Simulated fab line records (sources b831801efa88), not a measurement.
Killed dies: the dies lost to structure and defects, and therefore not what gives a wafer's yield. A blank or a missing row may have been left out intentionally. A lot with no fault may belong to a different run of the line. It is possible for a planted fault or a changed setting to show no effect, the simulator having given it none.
fab line records | flow sky130
record lots=5 | wafers=15 | lastDay=49
route steps=708 shown LDD_N@240 LDD_P@255 LDD_HVN@267 LDD_HVP@278 PAD_OPEN@708
lots untouched by any fault: they come from a run of this same line in which no faults occurred
startH: the number of hours between the record's first day and the start of the first shown wafer of the lot | waitH: hours from the lot's prior step to this one | " as in the row above | L1.1+2: a row that stands for several wafers | - no value present, or no start provided | * or withheld: withheld | < > ~ a bound
route shown NAME@n: NAME is a module with steps in the file, n the number in the route of the first one | usual: average and standard deviation across the fault-free wafers | same: alike in all rows | chamber/n: place in a boat | sites: per-site readings | _std_site: their standard deviation | _edge_site: the outer-site mean with the inner-site mean subtracted | radiusMm: for every site, how far away it sits from the centre of the wafer | mask NAME#n: copy n | behind: the last tool/chamber to shape the wafer | hold: why the lot was held/for how many hours/how that ended | device: whichever transistor did not switch (one of n, p or np) | end of line: at the end of the route, the tests of the same wafers | for a step that has no rows: nothing shown but its recipe | killed: the dies lost at the first sort to structure and to defects; this is not the yield of the wafer | map: the dies of a wafer, with x for killed, . for not killed, _ for no die there
set.NAME: the setting the step ran with; set.NAME@STEP: the setting that earlier step ran with | model.NAME: the simulator's own value behind a step, which no gauge read
lots at selected steps of the route; one table per step, one row per wafer
services: when a tool's chamber went out of use (startH, in hours from the record's first day, below 0 if earlier), for how many hours, and the reason
## steps
# step SKY_LDD_N_SOFTBAKE_03
# recipe tempC=90 | timeS=60 | resist=NOVOLAK
# step SKY_LDD_N_EXPOSE_04
# recipe maskId=NTM | targetCdNm=840 | na=0.6 | sourceShape=conventional | sigmaOuter=0.6 | doseMj=110
# step SKY_LDD_N_PEB_05
# recipe tempC=withheld | timeS=* | resist=NOVOLAK
# step SKY_LDD_N_DEVELOP_06
# recipe developTimeS=60 | devTempC=23
# step SKY_LDD_N_OVL_MEAS_07
# usual LDD_N_OVL=-1.3/1.2
lot.wafer | tool       | chamber | startH | waitH | LDD_N_OVL[nm]
L237.1    | overlay-02 | -       | 407.81 | 0.1   | -1.1
L237.4    | "          | -       | "      | "     | -0.2
L237.5    | "          | -       | "      | "     | -1.4
L239.3    | overlay-02 | -       | 439.43 | 0.1   | -0.4
L239.4    | "          | -       | "      | "     | -1.3
L239.5    | "          | -       | "      | "     | -1.1
L242.1    | overlay-01 | -       | 455.47 | 0.1   | -1.6
L242.2    | "          | -       | "      | "     | -1.8
L242.5    | "          | -       | "      | "     | 0.0
L246.3    | overlay-01 | -       | 492.44 | 0.1   | -2.3
L246.4    | "          | -       | "      | "     | -2.0
L246.5    | "          | -       | "      | "     | -3.4
L249.1    | overlay-02 | -       | 533.23 | 0.1   | -1.8
L249.2    | "          | -       | "      | "     | -3.6
L249.5    | "          | -       | "      | "     | -2.3
# step SKY_LDD_N_IMPLANT_08
# recipe species=As | energyKev=20 | doseCm2=7.5e+13 | tiltDeg=withheld | rotationDeg=23
# step SKY_LDD_N_IMPLANT_09
# recipe species=As | energyKev=20 | doseCm2=7.5e+13 | tiltDeg=withheld | rotationDeg=113
# step SKY_LDD_N_IMPLANT_10
# recipe species=As | energyKev=20 | doseCm2=7.5e+13 | tiltDeg=withheld | rotationDeg=203
# step SKY_LDD_N_IMPLANT_11
# recipe species=As | energyKev=20 | doseCm2=7.5e+13 | tiltDeg=withheld | rotationDeg=293
# step SKY_LDD_N_IMPLANT_12
# recipe species=BF2 | energyKev=50 | doseCm2=5e+12 | tiltDeg=30 | rotationDeg=0
# step SKY_LDD_N_IMPLANT_13
# recipe species=BF2 | energyKev=50 | doseCm2=5e+12 | tiltDeg=30 | rotationDeg=90
# step SKY_LDD_N_IMPLANT_14
# recipe species=BF2 | energyKev=50 | doseCm2=5e+12 | tiltDeg=30 | rotationDeg=180
# step SKY_LDD_N_IMPLANT_15
# recipe species=BF2 | energyKev=50 | doseCm2=5e+12 | tiltDeg=30 | rotationDeg=270
# usual doseIonsCm2=4.999e+12/5.4e+09 | tiltDeg=29.997/0.017
lot.wafer | tool         | chamber | startH | waitH | doseIonsCm2 | tiltDeg
L237.1    | implanter-04 | 0       | 408.90 | 0.1   | 4.998e+12   | 30.002
L237.4    | "            | 0       | "      | "     | 4.995e+12   | 29.997
L237.5    | "            | 0       | "      | "     | 4.997e+12   | 29.983
L239.3    | implanter-01 | 0       | 440.56 | 0.1   | 5.007e+12   | 29.995
L239.4    | "            | 0       | "      | "     | 5.008e+12   | 29.974
L239.5    | "            | 0       | "      | "     | 5.008e+12   | 29.964
L242.1    | implanter-04 | 0       | 456.56 | 0.1   | 5.001e+12   | 29.983
L242.2    | "            | 0       | "      | "     | 5.017e+12   | 30.012
L242.5    | "            | 0       | "      | "     | 5.009e+12   | 29.985
L246.3    | implanter-04 | 0       | 493.56 | 0.1   | 4.994e+12   | 30.000
L246.4    | "            | 0       | "      | "     | 4.992e+12   | 30.006
L246.5    | "            | 0       | "      | "     | 4.996e+12   | 29.988
L249.1    | implanter-01 | 0       | 534.31 | 0.1   | 4.999e+12   | 29.996
L249.2    | "            | 0       | "      | "     | 5e+12       | 29.989
L249.5    | "            | 0       | "      | "     | 5.006e+12   | 29.979
# step SKY_LDD_N_STRIP_16
# recipe chemistry=O2/N2 | powerW=1400 | pressureMtorr=1500 | platenTempC=withheld | o2FlowSccm=3000 | n2FlowSccm=300 | overashFraction=0.5
# usual drypumpMotorCurrentA=5.9/0.47 | oesProductAu=0.407/0.0042 | stripTimeToEndpointS=4.317/0.014
lot.wafer | tool           | chamber | startH | waitH | drypumpMotorCurrentA | oesProductAu | rfHoursCounterH | stripTimeToEndpointS
L237.1    | plasmaAsher-03 | 1       | 409.05 | 0.1   | 5.8                  | 0.406        | 71              | 4.309
L237.4    | "              | 1       | "      | "     | 5.8                  | 0.400        | -               | 4.289
L237.5    | "              | 0       | "      | "     | 6.7                  | 0.411        | -               | 4.294
L239.3    | plasmaAsher-01 | 0       | 440.69 | 0.1   | 5.5                  | 0.409        | -               | 4.312
L239.4    | "              | 1       | "      | "     | 5.8                  | 0.405        | -               | 4.306
L239.5    | "              | 0       | "      | "     | 5.5                  | 0.404        | -               | 4.320
L242.1    | plasmaAsher-03 | 1       | 456.71 | 0.1   | 5.8                  | 0.409        | 2               | 4.319
L242.2    | "              | 0       | "      | "     | 6.8                  | 0.407        | 2               | 4.329
L242.5    | "              | 1       | "      | "     | 5.8                  | 0.405        | -               | 4.296
L246.3    | plasmaAsher-03 | 1       | 493.70 | 0.1   | 5.8                  | 0.398        | -               | 4.319
L246.4    | "              | 0       | "      | "     | 6.7                  | 0.406        | -               | 4.317
L246.5    | "              | 1       | "      | "     | 5.8                  | 0.408        | -               | 4.325
L249.1    | plasmaAsher-03 | 1       | 534.46 | 0.1   | 5.8                  | 0.408        | 10              | 4.331
L249.2    | "              | 0       | "      | "     | 6.8                  | 0.408        | 10              | 4.332
L249.5    | "              | 1       | "      | "     | 5.8                  | 0.398        | -               | 4.319
# step SKY_LDD_N_TW_MEAS_17
# usual LDD_N_TW=2592/10
lot.wafer | tool         | chamber | startH | waitH | LDD_N_TW
L237.1    | filmMetro-04 | -       | 409.15 | 0.1   | 2604
L237.4    | "            | -       | "      | "     | 2619
L237.5    | "            | -       | "      | "     | 2604
L239.3    | filmMetro-04 | -       | 440.78 | 0.1   | 2591
L239.4    | "            | -       | "      | "     | 2592
L239.5    | "            | -       | "      | "     | 2591
L242.1    | filmMetro-01 | -       | 456.81 | 0.1   | 2593
L242.2    | "            | -       | "      | "     | 2591
L242.5    | "            | -       | "      | "     | 2606
L246.3    | filmMetro-01 | -       | 493.78 | 0.1   | 2582
L246.4    | "            | -       | "      | "     | 2590
L246.5    | "            | -       | "      | "     | 2604
L249.1    | filmMetro-04 | -       | 534.56 | 0.1   | 2593
L249.2    | "            | -       | "      | "     | 2584
L249.5    | "            | -       | "      | "     | 2592
# step SKY_LDD_P_DEHYDRATE_00
# recipe tempC=200 | timeS=60
# step SKY_LDD_P_HMDS_01
# recipe primeTimeS=60 | primeTempC=120
# step SKY_LDD_P_COAT_02
# recipe resist=NOVOLAK | spinRpm=3000 | resistThkNm=1140
# step SKY_LDD_P_SOFTBAKE_03
# recipe tempC=90 | timeS=60 | resist=NOVOLAK
# step SKY_LDD_P_EXPOSE_04
# recipe maskId=PSDM | na=0.6 | sourceShape=conventional | sigmaOuter=0.6 | polarization=unpolarized | targetCdNm=380 | doseMj=138
# step SKY_LDD_P_PEB_05
# recipe tempC=withheld | timeS=* | resist=NOVOLAK
# step SKY_LDD_P_DEVELOP_06
# recipe resist=NOVOLAK | developer=TMAH | developTimeS=60 | devTempC=23
# step SKY_LDD_P_CD_MEAS_07
# recipe targetCdNm=380
# usual cdNm=380.2/2.9
lot.wafer | tool     | chamber | startH | waitH | cdNm
L237.1    | cdSem-02 | -       | 438.74 | 0.1   | 380.5
L237.4    | "        | -       | "      | "     | 379.2
L237.5    | "        | -       | "      | "     | 380.7
L239.3    | cdSem-02 | -       | 471.65 | 0.1   | 380.8
L239.4    | "        | -       | "      | "     | 378.1
L239.5    | "        | -       | "      | "     | 381.2
L242.1    | cdSem-02 | -       | 486.56 | 0.1   | 378.4
L242.2    | "        | -       | "      | "     | 378.9
L242.5    | "        | -       | "      | "     | 378.2
L246.3    | cdSem-01 | -       | 522.95 | 0.1   | 382.1
L246.4    | "        | -       | "      | "     | 382.6
L246.5    | "        | -       | "      | "     | 379.2
L249.1    | cdSem-01 | -       | 564.71 | 0.1   | 376.0
L249.2    | "        | -       | "      | "     | 377.0
L249.5    | "        | -       | "      | "     | 377.8
# step SKY_LDD_P_OVL_MEAS_08
# usual LDD_P_OVL=-0.9/1.5
lot.wafer | tool       | chamber | startH | waitH | LDD_P_OVL[nm]
L237.1    | overlay-01 | -       | 438.86 | 0.1   | -2.6
L237.4    | "          | -       | "      | "     | -1.8
L237.5    | "          | -       | "      | "     | -0.4
L239.3    | overlay-01 | -       | 471.75 | 0.1   | -1.8
L239.4    | "          | -       | "      | "     | -2.4
L239.5    | "          | -       | "      | "     | -1.6
L242.1    | overlay-02 | -       | 486.68 | 0.1   | -2.6
L242.2    | "          | -       | "      | "     | -2.6
L242.5    | "          | -       | "      | "     | -2.0
L246.3    | overlay-01 | -       | 523.05 | 0.1   | -2.9
L246.4    | "          | -       | "      | "     | -5.4
L246.5    | "          | -       | "      | "     | -4.3
L249.1    | overlay-02 | -       | 564.83 | 0.1   | 1.0
L249.2    | "          | -       | "      | "     | 1.5
L249.5    | "          | -       | "      | "     | -0.2
# step SKY_LDD_P_IMPLANT_09
# recipe species=BF2 | energyKev=25 | doseCm2=1e+13 | tiltDeg=withheld
# step SKY_LDD_P_STRIP_10
# recipe chemistry=O2/N2 | powerW=1400 | pressureMtorr=1500 | platenTempC=withheld | o2FlowSccm=3000 | n2FlowSccm=300 | overashFraction=0.5
# usual drypumpMotorCurrentA=5.8/0.47 | oesProductAu=0.715/0.0045 | stripTimeToEndpointS=14.19/0.046
lot.wafer | tool           | chamber | startH | waitH | drypumpMotorCurrentA | oesProductAu | rfHoursCounterH | stripTimeToEndpointS
L237.1    | plasmaAsher-04 | 0       | 439.05 | 0.1   | 5.3                  | 0.715        | 61              | 14.19
L237.4    | "              | 0       | "      | "     | 5.3                  | 0.718        | -               | 14.23
L237.5    | "              | 0       | "      | "     | 5.3                  | 0.724        | -               | 14.22
L239.3    | plasmaAsher-02 | 0       | 471.95 | 0.1   | 5.2                  | 0.715        | -               | 14.15
L239.4    | "              | 1       | "      | "     | 6.0                  | 0.712        | -               | 14.13
L239.5    | "              | 1       | "      | "     | 6.0                  | 0.719        | -               | 14.21
L242.1    | plasmaAsher-04 | 1       | 486.87 | 0.1   | 5.9                  | 0.706        | 66              | 14.20
L242.2    | "              | 0       | "      | "     | 5.4                  | 0.710        | 66              | 14.15
L242.5    | "              | 0       | "      | "     | 5.3                  | 0.710        | -               | 14.20
L246.3    | plasmaAsher-02 | 0       | 523.25 | 0.1   | 5.2                  | 0.717        | -               | 14.22
L246.4    | "              | 1       | "      | "     | 5.9                  | 0.716        | -               | 14.23
L246.5    | "              | 1       | "      | "     | 5.9                  | 0.709        | -               | 14.19
L249.1    | plasmaAsher-03 | 1       | 565.02 | 0.1   | 5.8                  | 0.717        | 13              | 14.08
L249.2    | "              | 0       | "      | "     | 6.7                  | 0.712        | 13              | 14.08
L249.5    | "              | 1       | "      | "     | 5.8                  | 0.718        | -               | 14.12
# step SKY_LDD_P_TW_MEAS_11
# usual LDD_P_TW=637/3.2
lot.wafer | tool         | chamber | startH | waitH | LDD_P_TW
L237.1    | filmMetro-01 | -       | 439.15 | 0.1   | 640
L237.4    | "            | -       | "      | "     | 639
L237.5    | "            | -       | "      | "     | 636
L239.3    | filmMetro-01 | -       | 472.04 | 0.1   | 643
L239.4    | "            | -       | "      | "     | 639
L239.5    | "            | -       | "      | "     | 639
L242.1    | filmMetro-02 | -       | 486.97 | 0.1   | 634
L242.2    | "            | -       | "      | "     | 635
L242.5    | "            | -       | "      | "     | 636
L246.3    | filmMetro-02 | -       | 523.34 | 0.1   | 636
L246.4    | "            | -       | "      | "     | 633
L246.5    | "            | -       | "      | "     | 641
L249.1    | filmMetro-03 | -       | 565.12 | 0.1   | 633
L249.2    | "            | -       | "      | "     | 635
L249.5    | "            | -       | "      | "     | 632
# step SKY_LDD_HVN_DEHYDRATE_00
# recipe tempC=200 | timeS=60
# step SKY_LDD_HVN_HMDS_01
# recipe primeTimeS=60 | primeTempC=120
# step SKY_LDD_HVN_COAT_02
# recipe resist=NOVOLAK | spinRpm=2977 | resistThkNm=300
# step SKY_LDD_HVN_SOFTBAKE_03
# recipe tempC=90 | timeS=60 | resist=NOVOLAK
# step SKY_LDD_HVN_EXPOSE_04
# recipe maskId=HVNTM | na=0.6 | sourceShape=conventional | sigmaOuter=0.6 | polarization=unpolarized | targetCdNm=700 | doseMj=127
# step SKY_LDD_HVN_PEB_05
# recipe tempC=withheld | timeS=* | resist=NOVOLAK
# step SKY_LDD_HVN_DEVELOP_06
# recipe resist=NOVOLAK | developer=TMAH | developTimeS=60 | devTempC=23
# step SKY_LDD_HVN_OVL_MEAS_07
# usual LDD_HVN_OVL=-1.5/1.6
lot.wafer | tool       | chamber | startH | waitH | LDD_HVN_OVL[nm]
L237.1    | overlay-01 | -       | 469.77 | 0.1   | -2.0
L237.4    | "          | -       | "      | "     | -2.4
L237.5    | "          | -       | "      | "     | -2.0
L239.3    | overlay-01 | -       | 502.28 | 0.1   | -0.3
L239.4    | "          | -       | "      | "     | 0.0
L239.5    | "          | -       | "      | "     | -1.2
L242.1    | overlay-01 | -       | 517.07 | 0.1   | 0.1
L242.2    | "          | -       | "      | "     | -0.9
L242.5    | "          | -       | "      | "     | -1.5
L246.3    | overlay-01 | -       | 553.38 | 0.1   | -1.7
L246.4    | "          | -       | "      | "     | -2.0
L246.5    | "          | -       | "      | "     | -1.5
L249.1    | overlay-02 | -       | 593.91 | 0.1   | -4.0
L249.2    | "          | -       | "      | "     | -4.3
L249.5    | "          | -       | "      | "     | -4.8
# step SKY_LDD_HVN_IMPLANT_08
# recipe species=P | energyKev=60 | doseCm2=3e+13 | tiltDeg=40
# step SKY_LDD_HVN_STRIP_09
# recipe chemistry=O2/N2 | powerW=1400 | pressureMtorr=1500 | platenTempC=withheld | o2FlowSccm=3000 | n2FlowSccm=300 | overashFraction=0.5
# usual drypumpMotorCurrentA=5.8/0.46 | oesProductAu=0.409/0.0048 | stripTimeToEndpointS=4.157/0.013
lot.wafer | tool           | chamber | startH | waitH | drypumpMotorCurrentA | oesProductAu | rfHoursCounterH | stripTimeToEndpointS
L237.1    | plasmaAsher-03 | 1       | 469.96 | 0.1   | 5.8                  | 0.410        | 4               | 4.171
L237.4    | "              | 0       | "      | "     | 6.8                  | 0.408        | -               | 4.146
L237.5    | "              | 1       | "      | "     | 5.8                  | 0.411        | -               | 4.134
L239.3    | plasmaAsher-02 | 0       | 502.49 | 0.1   | 5.2                  | 0.414        | -               | 4.177
L239.4    | "              | 1       | "      | "     | 5.9                  | 0.404        | -               | 4.166
L239.5    | "              | 1       | "      | "     | 5.9                  | 0.407        | -               | 4.147
L242.1    | plasmaAsher-01 | 0       | 517.26 | 0.1   | 5.5                  | 0.405        | 40              | 4.148
L242.2    | "              | 1       | "      | "     | 5.8                  | 0.408        | 40              | 4.146
L242.5    | "              | 0       | "      | "     | 5.5                  | 0.408        | -               | 4.157
L246.3    | plasmaAsher-02 | 0       | 553.59 | 0.1   | 5.2                  | 0.406        | -               | 4.158
L246.4    | "              | 1       | "      | "     | 5.9                  | 0.408        | -               | 4.143
L246.5    | "              | 1       | "      | "     | 5.9                  | 0.404        | -               | 4.161
L249.1    | plasmaAsher-02 | 0       | 594.10 | 0.1   | 5.2                  | 0.408        | 90              | 4.147
L249.2    | "              | 1       | "      | "     | 5.9                  | 0.406        | 90              | 4.143
L249.5    | "              | 1       | "      | "     | 5.9                  | 0.405        | -               | 4.158
# step SKY_LDD_HVN_TW_MEAS_10
# usual LDD_HVN_TW=1440/6.6
lot.wafer | tool         | chamber | startH | waitH | LDD_HVN_TW
L237.1    | filmMetro-04 | -       | 470.06 | 0.1   | 1457
L237.4    | "            | -       | "      | "     | 1437
L237.5    | "            | -       | "      | "     | 1449
L239.3    | filmMetro-01 | -       | 502.58 | 0.1   | 1445
L239.4    | "            | -       | "      | "     | 1447
L239.5    | "            | -       | "      | "     | 1442
L242.1    | filmMetro-01 | -       | 517.36 | 0.1   | 1435
L242.2    | "            | -       | "      | "     | 1447
L242.5    | "            | -       | "      | "     | 1438
L246.3    | filmMetro-01 | -       | 553.68 | 0.1   | 1440
L246.4    | "            | -       | "      | "     | 1436
L246.5    | "            | -       | "      | "     | 1444
L249.1    | filmMetro-01 | -       | 594.20 | 0.1   | 1447
L249.2    | "            | -       | "      | "     | 1441
L249.5    | "            | -       | "      | "     | 1448
# step SKY_LDD_HVP_DEHYDRATE_00
# recipe tempC=200 | timeS=60
# step SKY_LDD_HVP_HMDS_01
# recipe primeTimeS=60 | primeTempC=120
# step SKY_LDD_HVP_COAT_02
# recipe resist=NOVOLAK | spinRpm=3000 | resistThkNm=300
# step SKY_LDD_HVP_SOFTBAKE_03
# recipe tempC=90 | timeS=60 | resist=NOVOLAK
# step SKY_PAD_OPEN_PROBE_99
# usual killed_at_M0_to_M3=43/6.5 | killed_at_M4_up=3.2/1.9 | killedAtContacts=25/5.5 | killedAtFrontEnd=14/4.2 | killedAtOther=0.2/0.44 | killedDies=85/8.5 | killedOpen=47/7 | killedShort=39/6.3
# same grossDies=492 | killedAtBackSide=0
lot.wafer | tool      | chamber | startH  | waitH | killed_at_M0_to_M3 | killed_at_M4_up | killedAtContacts | killedAtFrontEnd | killedAtOther | killedDies | killedOpen | killedShort | model.etest.nfet_01v8_turned.vtSatV
L237.1    | prober-02 | -       | 1082.15 | 0.1   | 46                 | 2               | 26               | 15               | 0             | 89         | 42         | 47          | 0.6463
L237.4    | prober-02 | -       | 1082.30 | 0.2   | 40                 | 3               | 25               | 21               | 0             | 89         | 41         | 48          | 0.649
L237.5    | prober-02 | -       | 1082.35 | 0.2   | 39                 | 2               | 19               | 15               | 0             | 75         | 45         | 30          | 0.6457
L239.3    | prober-02 | -       | 1103.09 | 0.2   | 44                 | 5               | 17               | 20               | 1             | 87         | 33         | 54          | 0.6484
L239.4    | prober-02 | -       | 1103.14 | 0.2   | 37                 | 2               | 26               | 13               | 1             | 79         | 45         | 34          | 0.655
L239.5    | prober-02 | -       | 1103.19 | 0.2   | 48                 | 4               | 24               | 20               | 0             | 96         | 56         | 40          | 0.6473
L242.1    | prober-01 | -       | 1114.64 | 0.1   | 29                 | 4               | 36               | 12               | 0             | 81         | 43         | 38          | 0.6452
L242.2    | prober-01 | -       | 1114.69 | 0.1   | 38                 | 1               | 36               | 17               | 0             | 92         | 52         | 40          | 0.6608
L242.5    | prober-01 | -       | 1114.84 | 0.2   | 39                 | 2               | 27               | 14               | 0             | 82         | 45         | 37          | 0.6607
L246.3    | prober-02 | -       | 1137.04 | 0.2   | 30                 | 7               | 18               | 16               | 0             | 71         | 36         | 35          | 0.6427
L246.4    | prober-02 | -       | 1137.09 | 0.2   | 49                 | 3               | 22               | 10               | 0             | 84         | 48         | 36          | 0.6504
L246.5    | prober-02 | -       | 1137.14 | 0.2   | 47                 | 3               | 18               | 15               | 0             | 83         | 48         | 35          | 0.6545
L249.1    | prober-02 | -       | 1164.77 | 0.1   | 37                 | 7               | 27               | 17               | 0             | 88         | 43         | 45          | 0.6552
L249.2    | prober-02 | -       | 1164.82 | 0.1   | 60                 | 2               | 26               | 18               | 0             | 106        | 70         | 36          | 0.6548
L249.5    | prober-02 | -       | 1164.97 | 0.2   | 51                 | 3               | 24               | 18               | 1             | 97         | 45         | 52          | 0.6488
# killed by level:class
L237.1 VIA1:geometricParticle:open=10 CONTACT:geometricParticle:short=9 METAL1:geometricParticle:short=7 LOCAL_INTERCONNECT:geometricParticle:short=7 CONTACT:geometricParticle:open=6 METAL2:geometricParticle:short=6 VIA2:geometricParticle:open=6 VIA3:geometricParticle:open=6
L237.4 CONTACT:geometricParticle:open=9 VIA1:geometricParticle:open=9 FIELD_ISO:geometricParticle:short=7 VIA1:geometricParticle:short=7 CONTACT:geometricParticle:short=6 METAL3:geometricParticle:short=6 FIELD_ISO:geometricParticle:open=5 LI_CONTACT:geometricParticle:open=5
L237.5 VIA3:geometricParticle:open=10 LI_CONTACT:geometricParticle:open=7 POLY_GATE:geometricParticle:open=6 VIA2:geometricParticle:open=6 CONTACT:geometricParticle:open=6 METAL2:geometricParticle:short=5 VIA1:geometricParticle:open=4 CONTACT:geometricParticle:short=3
L239.3 VIA3:geometricParticle:open=11 POLY_GATE:geometricParticle:short=7 FIELD_ISO:geometricParticle:short=6 CONTACT:geometricParticle:open=6 VIA3:geometricParticle:short=6 VIA1:geometricParticle:open=6 METAL1:geometricParticle:short=5 METAL4:geometricParticle:short=5
L239.4 CONTACT:geometricParticle:open=12 VIA1:geometricParticle:open=9 LI_CONTACT:geometricParticle:open=7 VIA1:geometricParticle:short=6 METAL2:geometricParticle:short=5 VIA3:geometricParticle:open=5 METAL3:geometricParticle:short=4 FIELD_ISO:geometricParticle:short=3
L239.5 VIA1:geometricParticle:open=11 VIA2:geometricParticle:open=9 CONTACT:geometricParticle:open=8 LI_CONTACT:geometricParticle:open=6 FIELD_ISO:geometricParticle:open=5 POLY_GATE:geometricParticle:open=5 METAL3:geometricParticle:short=5 POLY_GATE:geometricParticle:short=4
L242.1 CONTACT:geometricParticle:open=16 CONTACT:geometricParticle:short=9 VIA1:geometricParticle:open=8 METAL1:geometricParticle:short=6 LI_CONTACT:geometricParticle:open=5 POLY_GATE:geometricParticle:open=4 VIA2:geometricParticle:open=4 LOCAL_INTERCONNECT:geometricParticle:short=4
L242.2 CONTACT:geometricParticle:open=15 LI_CONTACT:geometricParticle:open=7 VIA1:geometricParticle:open=7 METAL2:geometricParticle:short=6 CONTACT:geometricParticle:short=6 LOCAL_INTERCONNECT:geometricParticle:short=5 METAL1:geometricParticle:short=5 FIELD_ISO:geometricParticle:open=4
L242.5 CONTACT:geometricParticle:open=11 CONTACT:geometricParticle:short=7 VIA3:geometricParticle:open=7 VIA1:geometricParticle:open=5 METAL1:geometricParticle:short=5 POLY_GATE:geometricParticle:short=4 SPACER:geometricParticle:open=4 LI_CONTACT:geometricParticle:open=4
L246.3 CONTACT:geometricParticle:open=7 METAL4:geometricParticle:short=5 LOCAL_INTERCONNECT:geometricParticle:short=5 VIA1:geometricParticle:open=5 FIELD_ISO:geometricParticle:open=4 METAL2:geometricParticle:short=4 METAL1:geometricParticle:short=4 VIA2:geometricParticle:open=4
L246.4 VIA1:geometricParticle:open=14 CONTACT:geometricParticle:open=9 METAL1:geometricParticle:short=9 LI_CONTACT:geometricParticle:open=8 VIA2:geometricParticle:open=7 VIA1:geometricParticle:short=5 METAL2:geometricParticle:short=5 FIELD_ISO:geometricParticle:short=4
L246.5 VIA1:geometricParticle:open=9 LI_CONTACT:geometricParticle:open=9 VIA3:geometricParticle:open=9 VIA1:geometricParticle:short=6 VIA2:geometricParticle:open=6 CONTACT:geometricParticle:short=5 METAL2:geometricParticle:short=5 FIELD_ISO:geometricParticle:open=4
L249.1 CONTACT:geometricParticle:open=10 METAL3:geometricParticle:short=8 LI_CONTACT:geometricParticle:open=7 VIA1:geometricParticle:open=7 FIELD_ISO:geometricParticle:short=5 METAL1:geometricParticle:short=5 VIA1:geometricParticle:short=5 FIELD_ISO:geometricParticle:open=4
L249.2 VIA1:geometricParticle:open=28 CONTACT:geometricParticle:open=12 VIA2:geometricParticle:open=10 VIA1:geometricParticle:short=8 LI_CONTACT:geometricParticle:open=7 POLY_GATE:geometricParticle:open=6 FIELD_ISO:geometricParticle:open=4 POLY_GATE:geometricParticle:short=4
L249.5 CONTACT:geometricParticle:open=13 VIA1:geometricParticle:open=13 VIA1:geometricParticle:short=8 METAL2:geometricParticle:short=8 METAL1:geometricParticle:short=7 POLY_GATE:geometricParticle:short=5 VIA3:geometricParticle:open=4 LOCAL_INTERCONNECT:geometricParticle:short=4
## services
tool           | chamber | startH | hours | kind
plasmaAsher-03 | -       | 421.25 | 9.0   | pm
plasmaAsher-03 | 0       | 421.25 | 9.0   | ventCycle
plasmaAsher-03 | 1       | 421.25 | 9.0   | ventCycle
plasmaAsher-03 | 0       | 430.25 | -     | clean
plasmaAsher-03 | 1       | 430.25 | -     | clean
plasmaAsher-01 | -       | 459.42 | 1.8   | repair
implanter-01   | -       | 462.93 | 1.4   | repair
implanter-01   | -       | 482.20 | 1.6   | repair
plasmaAsher-04 | -       | 498.43 | 7.4   | repair
plasmaAsher-03 | -       | 514.66 | 2.8   | pm
implanter-04   | -       | 577.35 | 17.1  | pm
## key
firstSign none at tools or gauges
modelEffect step=SKY_PAD_OPEN_PROBE_99 | value=etest.nfet_01v8_turned.vtSatV | without=0.6414 | struck=0.6529
metAt SKY_LDD_N_IMPLANT_15
struckWafers L249.1,L249.2,L249.5
testerLeftOut L249
onsetBetween 440.56 534.31
alsoFits time
fault kind=processParameterDrift | tool=implanter-01 | chamber=- | onsetH=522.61 | steps=SKY_LDD_N_IMPLANT_15 | channel=tiltDeg | offset=* | spreadByWafer=* | shape=step | endH=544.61 | actsIn=* | stated=*
# testerLeftOut: of these lots the tester's yield and bins aren't shown, on N5 and GAA mostly nor the transistor test; their killed dies are dies lost to structure and defects alone, not to doping, threshold or leakage, so they don't give the yield
